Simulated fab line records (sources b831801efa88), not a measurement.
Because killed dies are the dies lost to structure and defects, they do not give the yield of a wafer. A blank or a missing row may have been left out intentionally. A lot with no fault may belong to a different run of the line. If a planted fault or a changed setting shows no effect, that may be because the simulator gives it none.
8D (eight disciplines) problem report, filled in by code | flow gf180mcu | the parts of the form that need people (team, actions taken, sign-off) are left out

== 1. THE ISSUE ==
Wafers free of any fault read 1196.8 ohm/sq (standard deviation 2.8) for LVPWELL_RS at GF_VT_IMPLANT_RS_MEAS_48, against a mean of 1212.8 ohm/sq on 6 wafers of 2 lots. That puts it +5.7 standard deviations away from the usual mean.
The step: measures by four-point-probe.
Earliest sighting: wafer L744.3 on film metro-02 at day 10 23:47. The record has a number at this step for 39 wafers belonging to 13 lots. By rule, "out" or "out of limits" means more than 4 standard deviations away from the usual mean. The rest of the wafers with a number are treated as sound.

== 2. WHAT THIS IS AND IS NOT ==
question                    | is                     | is not
which readings at this step | LVPWELL_RS             | -
which lots                  | L744, L745             | L732, L733, L734, L735, L738, L739, L741, L751, L752, L753, L754
which wafers of those lots  | all that have a number | -
read on which gauges        | film metro-02          | film metro-01, film metro-04
when                        | from day 10 23:47      | up to then (21 sound wafers); but 12 sound wafers of L751, L752, L753, L754 came after

== 3. THE SUSPECTS, EACH WITH WHAT RULES IT OUT ==
Counting: a tool stays on the suspect list if, at a process step up to the reading, it processed all lots that are out and no sound lot following the first of them.
- ruled out: the gauge at GF_VT_IMPLANT_RS_MEAS_48. All the wafers that are out were read on film metro-02, but those of them that GF_LVPWELL_IMPLANT_09 has rows for are out there too, on other tools.
- implanter-02 at GF_LVPWELL_IMPLANT_09: kept. All lots that are out passed through it, beginning with L744 at day 6 17:06, and no sound lot followed; its final sound lot before that point was L739 at day 5 12:20. Its own readings are out on those wafers: dose ions cm2.
Left after counting: implanter-02 at GF_LVPWELL_IMPLANT_09.

== 4. THE CAUSE (what the simulator had put in) ==
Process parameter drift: implanter-02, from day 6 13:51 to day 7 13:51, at GF_LVPWELL_IMPLANT_09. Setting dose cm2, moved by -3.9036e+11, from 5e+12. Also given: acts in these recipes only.
The count eliminated every tool but this one.

== 5. THE EFFECT CHAIN, in route order ==
One row per reading whose mean, taken over the struck wafers that have a number, lies over 3 standard deviations from the usual. Scope: only readings with a usual standard deviation given in the record; hours: median across lots of the time from each lot's start at the first step in this table that gives one to its start at this step; sigmas: change in usual standard deviations.
hours | step                     | reading            | usual         | on struck wafers | change     | sigmas
0     | GF_LVPWELL_IMPLANT_09    | dose ions cm2      | 5.001e+12     | 4.613e+12        | -3.877e+11 | -79
0     | GF_LVPWELL_IMPLANT_09    | faraday current uA | 28.2          | 26.2             | -2.0       | -3.1
101   | GF_VT_IMPLANT_RS_MEAS_48 | LVPWELL_RS         | 1196.8 ohm/sq | 1212.8           | +16.0      | +5.7
Here are the process steps it includes:
- GF_LVPWELL_IMPLANT_09

== 6. HOW IT WOULD HAVE BEEN CAUGHT EARLIER ==
The first out-of-limits reading at a measuring or inspecting step in this record came at day 10 23:47, 106 hours after the fault's start at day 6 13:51.
Tool's own readings at GF_LVPWELL_IMPLANT_09, dose ions cm2: out on all struck wafers the step has rows for; an alarm limit on them would have tripped on the first.
By day 10 23:47 the whole set of lots that are out, 2 in number, had already begun GF_LVPWELL_IMPLANT_09 on implanter-02. Holding the tool at that point would not have protected any of them.
